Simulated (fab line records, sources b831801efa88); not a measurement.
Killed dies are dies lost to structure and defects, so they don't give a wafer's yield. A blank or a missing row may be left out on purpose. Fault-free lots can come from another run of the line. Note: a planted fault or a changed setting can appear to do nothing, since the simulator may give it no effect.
2 desks looking at one fault | flow sky130 | only its own numbers are on each desk; what lay behind them is given at the end

## THE TOOL OWNER'S DESK: hdpcvd-01
The tool's own readings at SKY_VIA1_HDPCVD_00 (deposits SiO2, target thk 1030 nm, time 171.7 s): means of the sampled wafers that have a number, for each lot that ran on this tool. Any lot whose mean is over 4 standard deviations away from the usual mean is out of limits and marked OUT; that distance is given in the brackets.
Columns: A = pressure_mtorr at SKY_VIA1_HDPCVD_00, usual 5.999 mTorr
lot  | first seen here | A
L687 | day 33 16:50    | 6.013
L688 | day 34 01:19    | 5.998
L691 | day 35 04:53    | 6.007
L692 | day 35 17:49    | 5.995
L694 | day 36 04:34    | 5.996
L695 | day 36 15:19    | 5.994
L696 | day 36 19:07    | 5.983
L704 | day 39 08:25    | 6.007
L706 | day 40 06:36    | 6.004
This desk's finding: nothing out of limits on any of the 9 lots.

## METROLOGY DESK
Lot by lot, what the gauges showed, no matter which tool ran the lot: averages of those sampled wafers that carry a number. Any lot whose mean is over 4 standard deviations away from the usual mean is out of limits and marked OUT; that distance is given in the brackets.
Columns: A = VIA1_HDPCVD_THK at SKY_VIA1_THK_MEAS_01, usual 1036 nm
lot  | first seen here | A
L685 | day 33 00:43    | 1038
L687 | day 33 16:56    | 1031
L688 | day 34 01:25    | 1033
L690 | day 34 14:28    | 1040
L691 | day 35 05:01    | 1029
L692 | day 35 17:54    | 1024
L693 | day 35 20:53    | 1049
L694 | day 36 04:41    | 817 (-22) OUT
L695 | day 36 15:26    | 816 (-22) OUT
L696 | day 36 19:14    | 703 (-33) OUT
L702 | day 38 13:46    | 1028
L704 | day 39 08:32    | 1023
L705 | day 39 22:48    | 1029
L706 | day 40 06:43    | 1038
L707 | day 40 09:19    | 1035
Per this desk, out of limits: L694, L695, L696; the first was L694, day 36 04:41 (VIA1_HDPCVD_THK at SKY_VIA1_THK_MEAS_01). L685, L687, L688, L690, L691, L692, L693, L702, L704, L705, L706, L707 stayed within limits.

## ALL TOGETHER
The metrology desk could have raised an alarm at day 36 04:41, on L694, L695, L696.
The desk of the tool owner found nothing out of limits.
On record at the tool owner's desk: L694, L695, L696, within its limits.
Every lot named ran SKY_VIA1_HDPCVD_00 on hdpcvd-01.

## WHAT THE SIMULATOR PUT IN
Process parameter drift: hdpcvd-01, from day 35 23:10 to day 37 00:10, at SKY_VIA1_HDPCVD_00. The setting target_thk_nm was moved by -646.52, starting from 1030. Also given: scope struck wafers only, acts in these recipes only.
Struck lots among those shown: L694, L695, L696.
Hours from the fault's start to each desk's first reading out of limits: the metrology desk, 6.
